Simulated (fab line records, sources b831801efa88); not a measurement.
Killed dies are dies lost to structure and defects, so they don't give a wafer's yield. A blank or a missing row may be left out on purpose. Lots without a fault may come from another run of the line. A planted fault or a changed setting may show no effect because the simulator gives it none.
Which tool did it? | flow sky130 | 12 lots, 36 wafers sampled, at 5 steps of a route of 708

WHAT THE GAUGES READ, wafer by wafer
The record holds no reading of a measuring or inspecting step that can be judged against a usual standard deviation.

WHICH TOOL RAN EACH LOT (tool, then ch and the chambers of the sampled wafers, then the start)
lot  | SKY_METAL4_SPUTTER_03        | SKY_METAL4_SPUTTER_04        | SKY_METAL4_ETCH_17                 | SKY_METAL5_DESCUM_14              | SKY_PAD_OPEN_PROBE_99
L439 | pvd_sputter-02, day 39 09:38 | pvd_sputter-02, day 39 09:39 | rie_diel-04 ch 1,3, day 41 11:43   | rie_metal-02 ch 1, day 43 12:38   | -
L441 | pvd_sputter-04, day 40 04:56 | pvd_sputter-04, day 40 04:57 | rie_diel-01 ch 1,3, day 42 05:51   | rie_metal-01 ch 1, day 44 05:55   | -
L442 | pvd_sputter-02, day 40 19:02 | pvd_sputter-02, day 40 19:04 | rie_diel-04 ch 2,3, day 42 19:03   | rie_metal-02 ch 0,1, day 44 18:51 | -
L443 | pvd_sputter-02, day 41 19:46 | pvd_sputter-02, day 41 19:47 | rie_diel-04 ch 0,1,3, day 43 18:31 | rie_metal-02 ch 0,1, day 45 18:08 | -
L448 | pvd_sputter-01, day 42 11:37 | pvd_sputter-01, day 42 11:38 | rie_diel-04 ch 0,1,2, day 44 10:03 | rie_metal-04 ch 0, day 46 07:38   | prober-02, day 47 22:58
L449 | pvd_sputter-01, day 43 01:01 | pvd_sputter-01, day 43 01:02 | rie_diel-04 ch 1,2,3, day 44 23:30 | rie_metal-04 ch 1, day 46 16:19   | prober-01, day 48 08:38
L450 | pvd_sputter-02, day 43 08:25 | pvd_sputter-02, day 43 08:26 | rie_diel-04 ch 0,1,2, day 45 06:51 | rie_metal-04 ch 0,1, day 47 05:43 | prober-01, day 48 23:44
L458 | pvd_sputter-04, day 45 04:08 | pvd_sputter-04, day 45 04:09 | rie_diel-01 ch 0,2, day 46 17:59   | rie_metal-02 ch 0,1, day 48 14:44 | prober-02, day 50 07:06
L459 | pvd_sputter-02, day 45 09:46 | pvd_sputter-02, day 45 09:47 | rie_diel-01 ch 1,2,3, day 46 22:51 | rie_metal-01 ch 0,1, day 48 16:40 | -
L460 | pvd_sputter-01, day 45 16:44 | pvd_sputter-01, day 45 16:45 | rie_diel-01 ch 0,2,3, day 47 03:12 | rie_metal-04 ch 0,1, day 48 19:26 | -
L462 | pvd_sputter-02, day 46 16:47 | pvd_sputter-02, day 46 16:48 | rie_diel-04 ch 0,2,3, day 48 07:49 | rie_metal-04 ch 0,1, day 49 22:25 | -
L461 | pvd_sputter-01, day 47 14:14 | pvd_sputter-01, day 47 14:15 | rie_diel-02 ch 0,2, day 49 04:43   | rie_metal-01 ch 0,1, day 50 16:31 | -
- SKY_METAL4_SPUTTER_03: material Ti, target thk 5 nm, time 3.3 s.
- SKY_METAL4_SPUTTER_04: material TiN, target thk 70 nm, time 58.3 s.
- SKY_METAL4_ETCH_17: etches SiO2 in C4F8/O2/Ar, stops on TiN, time 3.78 s, target depth 15 nm.
- SKY_METAL5_DESCUM_14: chemistry O2, time 11 s.
- SKY_PAD_OPEN_PROBE_99

WHAT THE TOOLS THEMSELVES READ (means of the sampled wafers that have a number; where no wafer has one, the mark that the record gives instead)
SKY_METAL4_SPUTTER_03. Usual: throttle_valve_pct 30.1 %, standard deviation 0.95.
lot  | tool           | throttle_valve_pct (%) | flag
L439 | pvd_sputter-02 | 29.3                   |
L441 | pvd_sputter-04 | 30.6                   |
L442 | pvd_sputter-02 | 30.4                   |
L443 | pvd_sputter-02 | 29.8                   |
L448 | pvd_sputter-01 | 30.0                   |
L449 | pvd_sputter-01 | 30.3                   |
L450 | pvd_sputter-02 | 31.1                   |
L458 | pvd_sputter-04 | 29.8                   |
L459 | pvd_sputter-02 | 30.3                   |
L460 | pvd_sputter-01 | 30.1                   |
L462 | pvd_sputter-02 | 30.0                   |
L461 | pvd_sputter-01 | 29.8                   |

SKY_METAL4_SPUTTER_04. Usual: throttle_valve_pct 30.1 %, standard deviation 0.95.
lot  | tool           | throttle_valve_pct (%) | flag
L439 | pvd_sputter-02 | 29.5                   |
L441 | pvd_sputter-04 | 30.5                   |
L442 | pvd_sputter-02 | 30.3                   |
L443 | pvd_sputter-02 | 29.7                   |
L448 | pvd_sputter-01 | 30.4                   |
L449 | pvd_sputter-01 | 30.4                   |
L450 | pvd_sputter-02 | 31.1                   |
L458 | pvd_sputter-04 | 29.7                   |
L459 | pvd_sputter-02 | 30.2                   |
L460 | pvd_sputter-01 | 30.0                   |
L462 | pvd_sputter-02 | 29.8                   |
L461 | pvd_sputter-01 | 30.0                   |

SKY_METAL4_ETCH_17. Usual: oes_product_au 0.769 a.u., standard deviation 0.0072.
lot  | tool        | oes_product_au (a.u.) | flag
L439 | rie_diel-04 | 0.762                 |
L441 | rie_diel-01 | 0.763                 |
L442 | rie_diel-04 | 0.763                 |
L443 | rie_diel-04 | 0.769                 |
L448 | rie_diel-04 | 0.770                 |
L449 | rie_diel-04 | 0.764                 |
L450 | rie_diel-04 | 0.769                 |
L458 | rie_diel-01 | 0.762                 |
L459 | rie_diel-01 | 0.765                 |
L460 | rie_diel-01 | 0.781                 |
L462 | rie_diel-04 | 0.776                 |
L461 | rie_diel-02 | 0.770                 |

SKY_METAL5_DESCUM_14. Usual: drypump_motor_current_A 5.7 A, standard deviation 0.35; oes_product_au 1.005 a.u., standard deviation 0.0059.
lot  | tool         | drypump_motor_current_A (A) | oes_product_au (a.u.) | flag
L439 | rie_metal-02 | 5.7                         | 1.009                 |
L441 | rie_metal-01 | 5.5                         | 1.006                 |
L442 | rie_metal-02 | 6.1                         | 1.005                 |
L443 | rie_metal-02 | 5.9                         | 1.007                 |
L448 | rie_metal-04 | 5.4                         | 0.998                 |
L449 | rie_metal-04 | 5.4                         | 1.013                 |
L450 | rie_metal-04 | 5.4                         | 1.007                 |
L458 | rie_metal-02 | 6.1                         | 1.010                 |
L459 | rie_metal-01 | 5.7                         | 1.008                 |
L460 | rie_metal-04 | 5.4                         | 0.997                 |
L462 | rie_metal-04 | 5.4                         | 1.005                 |
L461 | rie_metal-01 | 5.6                         | 1.011                 |

SKY_PAD_OPEN_PROBE_99. Usual: defect_limited_yield 82.1 %, standard deviation 1.8; killed_at_M0_to_M3 45, standard deviation 6.9; killed_at_M4_up 3.2, standard deviation 1.8; killed_at_contacts 25, standard deviation 5.3; killed_at_front_end 16, standard deviation 4.3; killed_at_other 0.2, standard deviation 0.52; killed_dies 88, standard deviation 8.7; killed_open 48, standard deviation 6.5; killed_short 40, standard deviation 6; sort_bin_3_pad_short 0.9 %, standard deviation 0.4; sort_bin_5_function 10.8 %, standard deviation 1.5; sort_bin_6_memory 6.3 %, standard deviation 1; sort_n_pass 404, standard deviation 8.7; sort_yield_pct 82.1 %, standard deviation 1.8.
lot  | tool      | defect_limited_yield (%) | killed_at_M0_to_M3 | killed_at_M4_up | killed_at_contacts | killed_at_front_end | killed_at_other | killed_dies | killed_open | killed_short | sort_bin_3_pad_short (%) | sort_bin_5_function (%) | sort_bin_6_memory (%) | sort_n_pass | sort_yield_pct (%) | flag
L448 | prober-02 | 70.9                     | 38                 | 61.0            | 30                 | 15                  | 0.0             | 143         | 48          | 39           | 3.8                      | 18.2                    | 7.0                   | 349         | 70.9               | OFF
L449 | prober-01 | 72.5                     | 44                 | 57.7            | 25                 | 9                   | 0.0             | 135         | 45          | 36           | 4.4                      | 16.1                    | 7.0                   | 357         | 72.5               | OFF
L450 | prober-01 | 73.9                     | 36                 | 58.7            | 16                 | 18                  | 0.3             | 129         | 38          | 31           | 4.2                      | 16.4                    | 5.6                   | 363         | 73.9               | OFF
L458 | prober-02 | 81.3                     | 43                 | 4.3             | 30                 | 13                  | 1.3             | 92          | 53          | 38           | 0.7                      | 11.8                    | 6.2                   | 400         | 81.3               |

THE ANSWER, worked out from the rows above alone
Rule: a lot is off if the mean of its wafers that have a number lies more than 3 standard deviations from the usual mean. A lot without any number at a reading at which 4 lots or more have one is off too. The other lots that the step has rows for count as sound. The gauges are gone through in route order, then the tools' own readings, and for those a lot's mean is taken as printed above. The first step at which some lot is off is used, and at that step the reading that is off furthest; a lot without a number counts as furthest.
Off: L448, L449, L450, at SKY_PAD_OPEN_PROBE_99 (killed_at_M4_up). Neither off nor sound, because the step has no rows for them: L439, L441, L442, L443, L459, L460, L462, L461.
A tool fits if, at that step or a process step before it, it ran every lot that is off, and no sound lot after the first of them. Can't be told from this: 2 tools fit, rie_diel-04 at SKY_METAL4_ETCH_17, rie_metal-04 at SKY_METAL5_DESCUM_14.

WHAT THE SIMULATOR HAD PUT IN
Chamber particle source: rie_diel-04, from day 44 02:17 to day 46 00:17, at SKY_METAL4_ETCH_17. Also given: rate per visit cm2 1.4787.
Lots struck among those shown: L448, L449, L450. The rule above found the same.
